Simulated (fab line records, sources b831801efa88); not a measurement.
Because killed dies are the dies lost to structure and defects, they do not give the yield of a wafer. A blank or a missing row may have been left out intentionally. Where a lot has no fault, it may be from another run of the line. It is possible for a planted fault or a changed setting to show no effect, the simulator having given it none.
Code-filled problem report in 8D (eight disciplines) form ; flow sky130 ; the parts of the form that need people (team, actions taken, sign-off) are left out

== 1. THE ISSUE ==
Across 3 wafers from 2 lots, CAP2M_CVD_00_THK at SKY_CAP2M_THK_MEAS_01 averages 11.68 nm, while fault-free wafers read 15.52 nm with a standard deviation of 0.22. That puts it -17 standard deviations away from the usual mean.
Seen first at day 43 19:54 on film metro-03, wafer L720.3. At this step, 36 wafers from 12 lots have a number in the record. The rule behind "out" and "out of limits": a value lying over 4 standard deviations away from the usual mean. The other wafers with a number count as sound.

== 2. WHAT IT IS, WHAT IT ISN'T ==
question;is;is not
which readings at this step;CAP2M_CVD_00_THK;-
which lots;L720, L722;L707, L709, L711, L716, L717, L724, L725, L726, L728, L729
which wafers of those lots;L720.3, L722.1, L722.6;L720.2, L720.5, L722.4
read on which gauges;film metro-03, film metro-04;film metro-02
when;from day 43 19:54;"up to then (17 sound wafers); but 16 sound wafers of L722, L724, L725, L726, L728, L729 came after"

== 3. WHAT RULES OUT EACH SUSPECT ==
Counting: a tool at a process step up to the reading stays a suspect if it ran every lot that is out. Sound lots after the first of them don't rule it out here, since some wafers of a struck lot are sound.
- the gauge at SKY_CAP2M_THK_MEAS_01 is ruled out. The wafers that are out were read on 2 gauges (film metro-03, film metro-04).
- pvd sputter-04 at SKY_CAPM_SPUTTER_02 (material TiN, target thk 200 nm, time 166.7 s): kept. Ran every lot that is out, first one L720 (day 40 16:09); last sound lot up to then L716 (day 39 09:56).
- pecvd-02 at SKY_CAP2M_CVD_00 (deposits SiO2, target thk 15.5 nm): kept. Ran every lot that is out, first one L720 (day 43 19:52); last sound lot up to then L717 (day 42 17:53).
- In pecvd-02 at SKY_CAP2M_CVD_00, the wafers that are out were processed in chamber 0 and their sound lot-mates in chambers 1, 2.
Remaining after the count are pvd sputter-04 at SKY_CAPM_SPUTTER_02 and pecvd-02 at SKY_CAP2M_CVD_00.

== 4. THE CAUSE (what the simulator had put in) ==
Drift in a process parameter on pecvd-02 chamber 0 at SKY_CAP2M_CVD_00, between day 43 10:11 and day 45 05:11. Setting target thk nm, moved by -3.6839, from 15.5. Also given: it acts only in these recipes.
2 suspects survive the count, and this tool is in that group.

== 5. SEQUENCE OF EFFECTS, ordered by route ==
Each row: a reading whose mean over the struck wafers that have a number lies more than 3 standard deviations from the usual. Scope: only readings with a usual standard deviation given in the record; hours: median across lots of the time from each lot's start at the first step in this table that gives one to its start at this step; sigmas: change in usual standard deviations.
hours;step;reading;usual;on struck wafers;change;sigmas
0;SKY_CAP2M_THK_MEAS_01;CAP2M_CVD_00_THK;15.52 nm;11.68;-3.84;-17
44;SKY_METAL4_ETCH_17;oes product au;0.755 a.u.;0.663;-0.092;-12
The process steps in it:
- SKY_METAL4_ETCH_17: etches SiO2 in C4F8/O2/Ar, stops on TiN, time 3.9 s, target depth 15 nm.

== 6. HOW IT WOULD HAVE BEEN CAUGHT EARLIER ==
The first out-of-limits reading at a measuring or inspecting step in this record came at day 43 19:54, 10 hours after the fault's start at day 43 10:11.
An alarm limit of 4 standard deviations would not have fired on the tool readings at SKY_CAP2M_CVD_00 for which the record gives a usual standard deviation, since none of them was out on any struck wafer.
L722, from the lots that are out (2), started SKY_CAP2M_CVD_00 on pecvd-02 later than day 43 19:54. A tool hold placed at that time would have kept it from harm.
